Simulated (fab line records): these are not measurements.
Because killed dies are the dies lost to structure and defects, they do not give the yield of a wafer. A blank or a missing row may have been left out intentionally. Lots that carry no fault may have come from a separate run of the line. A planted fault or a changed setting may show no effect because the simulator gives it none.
Split-lot study    flow sfq-line    on a route of 325 steps: 5 lots, 23 wafers read

ON THE SPLIT
At SFQ_TRILAYER_M3_DEP_SPUTTER_073 (material Nb, target thk 200 nm, time 133.3 s), the setting time-s was moved away from the recipe's 133.3 s on 9 of the 23 wafers read, by -7.3% to +13.5%. This setting was run at the recipe's value on the other wafers.

FROM THE SPLIT TO THE READING: what the file shows between them, 4 steps
- SFQ_M3_RS_MEAS_919: measures by four-point-probe
- SFQ_TRILAYER_M3_LITHO_PEB_078: peb time 60 s (also split here: peb-time-s)
- SFQ_TRILAYER_M3_LITHO_DEVELOP_077: time 60 s
- SFQ_TRILAYER_M3_BARC_OPEN_METAL_ETCH_100: etches BARC in O2, target depth 125 nm, time 41.7 s

THE READING
oes-product-au, in a.u., at SFQ_TRILAYER_M3_ETCH_METAL_ETCH_078 (etches Nb in Cl2/Ar, stops on SiO2, target depth 240 nm, time 120 s). Fault-free wafers of this fab line usually give 0.896 a.u., standard deviation 0.0084 a.u.

wafer   tool, chamber at the split  time-s as run, s  against the recipe  oes-product-au, a.u.  against lot-mates on the recipe
L075.1  pvd-sputter-04, -           123.6             -7.3%               0.864                 -0.044
L075.3  pvd-sputter-04, -           123.6             -7.3%               0.860                 -0.048
L075.4  pvd-sputter-04, -           123.6             -7.3%               0.870                 -0.038
L075.5  pvd-sputter-04, -           133.3             recipe              0.904                 -
L075.6  pvd-sputter-04, -           133.3             recipe              0.912                 -
L079.1  pvd-sputter-03, -           133.3             recipe              0.898                 -
L079.4  pvd-sputter-03, -           133.3             recipe              0.897                 -
L079.6  pvd-sputter-03, -           133.3             recipe              0.897                 -
L080.1  pvd-sputter-04, -           150.7             +13.1%              0.955                 +0.065
L080.3  pvd-sputter-04, -           133.3             recipe              0.886                 -
L080.4  pvd-sputter-04, -           133.3             recipe              0.894                 -
L080.5  pvd-sputter-04, -           150.7             +13.1%              0.951                 +0.061
L080.6  pvd-sputter-04, -           150.7             +13.1%              0.953                 +0.063
L081.1  pvd-sputter-03, -           133.3             recipe              0.896                 -
L081.2  pvd-sputter-03, -           133.3             recipe              0.889                 -
L081.3  pvd-sputter-03, -           133.3             recipe              0.893                 -
L081.4  pvd-sputter-03, -           133.3             recipe              0.901                 -
L081.6  pvd-sputter-03, -           133.3             recipe              0.906                 -
L085.2  pvd-sputter-04, -           151.3             +13.5%              0.955                 +0.059
L085.3  pvd-sputter-04, -           133.3             recipe              0.894                 -
L085.4  pvd-sputter-04, -           151.3             +13.5%              0.955                 +0.059
L085.5  pvd-sputter-04, -           133.3             recipe              0.898                 -
L085.6  pvd-sputter-04, -           151.3             +13.5%              0.968                 +0.072

FIT RESULTS
A straight line over all 23 wafers: oes-product-au changes by +0.00444 a.u. for each +1% of time-s; r = +0.98; the points scatter about the line by 0.0061 a.u.
The same after taking each lot's own level away (the mean of its wafers on the recipe; 23 wafers): +0.00499 a.u. for each +1%; r = +0.99; scatter 0.0052 a.u.
That fit puts the effect of the largest move of time-s on the reading at 0.067 a.u.
The lots' own levels span 0.8900 to 0.9080 a.u., that is 2.1 times the standard deviation above.
Thus the slope moves with the lot-to-lot level: the two fits are different.
Check: for one of the wafers moved furthest among these (+13.5%), held out of the fit, the line's prediction against its lot-mates is +0.067 a.u. It came out at +0.059 a.u. against them.

ADDITIONAL SPLITS CARRIED BY THESE WAFERS
Other splits were also applied to these wafers ahead of the reading. Each is held against what the fit with the lots' levels taken away leaves over:
other split on the same wafers            wafers away from the commonest value  r with oes-product-au (lot level and that fit taken away)
SFQ_TRILAYER_M3_LITHO_PEB_078 peb-time-s  2                                     -0.01

THE WHOLE CHAIN: every reading that the file lists as answering this split, in the file's order
step                                 what it does                                                         reading                                                                                    change (the file's fit)                    r (the file's)
SFQ_TRILAYER_M3_DEP_SPUTTER_073      material Nb, target thk 200 nm, time 133.3 s                         Nb_of_TRILAYER_M3_DEP_SPUTTER_073.thk-nm (the simulator's own value, which no gauge read)  +1.93 nm for each +1% of the setting       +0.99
SFQ_M3_RS_MEAS_919                   measures by four-point-probe                                         M3_NB_RS                                                                                   -0.00793 for each +1% of the setting       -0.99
SFQ_TRILAYER_M3_ETCH_METAL_ETCH_078  etches Nb in Cl2/Ar, stops on SiO2, target depth 240 nm, time 120 s  oes-product-au                                                                             +0.00489 a.u. for each +1% of the setting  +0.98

THE FILE'S OWN FIT
oes-product-au changes by +0.00489 a.u. for each +1% of time-s, r = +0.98.
